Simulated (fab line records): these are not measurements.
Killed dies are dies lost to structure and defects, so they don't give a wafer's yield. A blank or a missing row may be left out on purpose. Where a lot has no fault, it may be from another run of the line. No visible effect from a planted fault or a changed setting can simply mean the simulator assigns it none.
One fault through the eyes of 2 desks + flow gf180mcu + numbers are kept per desk, each desk with only its own; the story behind them comes last

TOOL OWNER'S DESK, pecvd-01
The tool's own readings at GF_PASSIVATION_CVD_00 (deposits SiO2 from TEOS, target thk 1000 nm, time 111.95 s): means of the sampled wafers that have a number, for each lot that ran on this tool. The brackets show how far a lot's mean lies from the usual mean; more than 4 standard deviations puts the lot out of limits, marked OUT.
Columns: A = heater power w at GF_PASSIVATION_CVD_00, usual 637 W
| lot  | first seen here | A   |
|------|-----------------|-----|
| L114 | day 28 02:48    | 646 |
| L122 | day 30 16:08    | 565 |
| L133 | day 33 09:31    | 707 |
Result from this desk: across the 3 lots, nothing is out of limits.

AT THE METROLOGY DESK
Means of the sampled wafers that have a number, per lot and without regard to the tool the lot ran on: this is what the gauges read. The brackets show how far a lot's mean lies from the usual mean; more than 4 standard deviations puts the lot out of limits, marked OUT.
Columns: A = PASSIVATION_CVD_00_THK at GF_PASSIVATION_THK_MEAS_01, usual 1000 nm; B = PASSIVATION_CVD_02_THK at GF_PASSIVATION_THK_MEAS_03, usual 701 nm
| lot  | first seen here | A              | B   |
|------|-----------------|----------------|-----|
| L114 | day 28 02:53    | 1001           | 704 |
| L115 | day 28 09:03    | 1008           | 707 |
| L120 | day 30 03:04    | 997            | 700 |
| L122 | day 30 16:13    | 909 (-7.6) OUT | 700 |
| L131 | day 33 01:53    | 997            | 694 |
| L132 | day 33 06:12    | 999            | 701 |
| L133 | day 33 09:36    | 995            | 695 |
| L134 | day 33 13:14    | 1011           | 702 |
| L135 | day 33 21:57    | 999            | 692 |
| L136 | day 34 00:20    | 983            | 701 |
| L137 | day 34 09:09    | 1008           | 706 |
This desk finds L122 out of limits, with the earliest case on L122 at day 30 16:13 (PASSIVATION_CVD_00_THK at GF_PASSIVATION_THK_MEAS_01). L114, L115, L120, L131, L132, L133, L134, L135, L136, L137: within limits.

ALL TOGETHER
Metrology desk: alarm possible at day 30 16:13 on L122.
The tool owner's desk saw nothing out of limits.
The tool owner's desk has L122 on record, within its limits.
Every lot named ran GF_PASSIVATION_CVD_00 on pecvd-01.

WHAT THE SIMULATOR HAD PUT IN
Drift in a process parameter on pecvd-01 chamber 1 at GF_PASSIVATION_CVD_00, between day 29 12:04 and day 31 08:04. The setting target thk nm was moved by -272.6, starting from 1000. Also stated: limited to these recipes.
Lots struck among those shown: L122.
Hours from the fault's start to each desk's first reading out of limits: the metrology desk, 28.
